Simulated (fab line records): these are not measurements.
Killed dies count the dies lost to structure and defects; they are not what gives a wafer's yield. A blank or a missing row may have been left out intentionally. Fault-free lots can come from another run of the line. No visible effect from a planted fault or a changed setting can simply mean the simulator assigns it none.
8D (eight disciplines) problem report, filled in by code || flow sky130 || the parts of the form that need people (team, actions taken, sign-off) are left out

== 1. THE PROBLEM ==
Mean of killed_at_front_end at SKY_PAD_OPEN_PROBE_99: 422 across 6 wafers in 2 lots; on wafers with no fault it is 15 (standard deviation 4.3). That is +95 standard deviations from the usual mean.
Seen first at day 49 16:23 on prober-01, wafer L255.1. Wafers with a number at this step in the record: 12, from 4 lots. The rule behind "out" and "out of limits": a value lying over 4 standard deviations away from the usual mean. All remaining wafers that have a number are taken as sound.

== 2. WHAT IT IS, WHAT IT ISN'T ==
{"question": "which readings at this step", "is": "killed_at_front_end, killed_dies, killed_on_rim", "is not": "killed_at_M4_up, killed_at_contacts, killed_at_other, killed_open, killed_short"}
{"question": "which lots", "is": "L255, L256", "is not": "L246, L261"}
{"question": "which wafers of those lots", "is": "all that have a number", "is not": "-"}
{"question": "read on which tools", "is": "prober-01, prober-02", "is not": "-"}
{"question": "when", "is": "from day 49 16:23", "is not": "up to then (3 sound wafers); but 3 sound wafers of L261 came after"}

== 3. WHAT RULES OUT EACH SUSPECT ==
Counting: a tool at a process step up to the reading stays a suspect if it ran every lot that is out and no sound lot after the first of them.
- wet_bench-04 at SKY_FIELD_ISO_WET_ETCH_29 (etches Si3N4 in H3PO4, target depth 160 nm, time 1825 s): kept. It processed each lot that is out, first L255 at day 5 17:54, and no sound lot thereafter; up to then, the last sound lot it processed was L246 at day 3 16:59.
The count leaves wet_bench-04 at SKY_FIELD_ISO_WET_ETCH_29.

== 4. THE CAUSE (what the simulator had put in) ==
Skipped step whole: wet_bench-04, from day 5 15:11 on, at SKY_FIELD_ISO_WET_ETCH_29. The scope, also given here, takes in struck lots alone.
Counting left only this tool.

== 5. THE CHAIN OF EFFECTS, in route order ==
Rows list readings where the struck wafers' mean (over those with a number) sits beyond 3 standard deviations from the usual. Scope: only readings with a usual standard deviation given in the record; hours: median across lots of the time from each lot's start at the first step in this table that gives one to its start at this step; sigmas: change in usual standard deviations.
{"hours": 0, "step": "SKY_PAD_OPEN_PROBE_99", "reading": "killed_at_front_end", "usual": 15, "on struck wafers": 422, "change": "+407", "sigmas": "+95"}
{"hours": 0, "step": "SKY_PAD_OPEN_PROBE_99", "reading": "killed_dies", "usual": 86, "on struck wafers": 492, "change": "+406", "sigmas": "+41"}
{"hours": 0, "step": "SKY_PAD_OPEN_PROBE_99", "reading": "killed_on_rim", "usual": 17, "on struck wafers": 96, "change": "+79", "sigmas": "+20"}
It contains these process steps:
- SKY_PAD_OPEN_PROBE_99
Readings that are blank on the struck wafers while sound wafers have them: bath_guard_temp_C at SKY_FIELD_ISO_WET_ETCH_29; bath_heat_duty_pct at SKY_FIELD_ISO_WET_ETCH_29.

== 6. HOW IT WOULD HAVE BEEN CAUGHT EARLIER ==
The fault began at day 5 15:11; the first out-of-limits reading in this record came at day 49 16:23, 1057 hours later.
At SKY_FIELD_ISO_WET_ETCH_29 the tool's readings are blank on the struck wafers, where sound wafers have them: an empty tool record is the first sign, and it was there at once.
The start of SKY_FIELD_ISO_WET_ETCH_29 on wet_bench-04 came by day 49 16:23 for every one of the lots that are out (2). Holding the tool at that point would not have protected any of them.
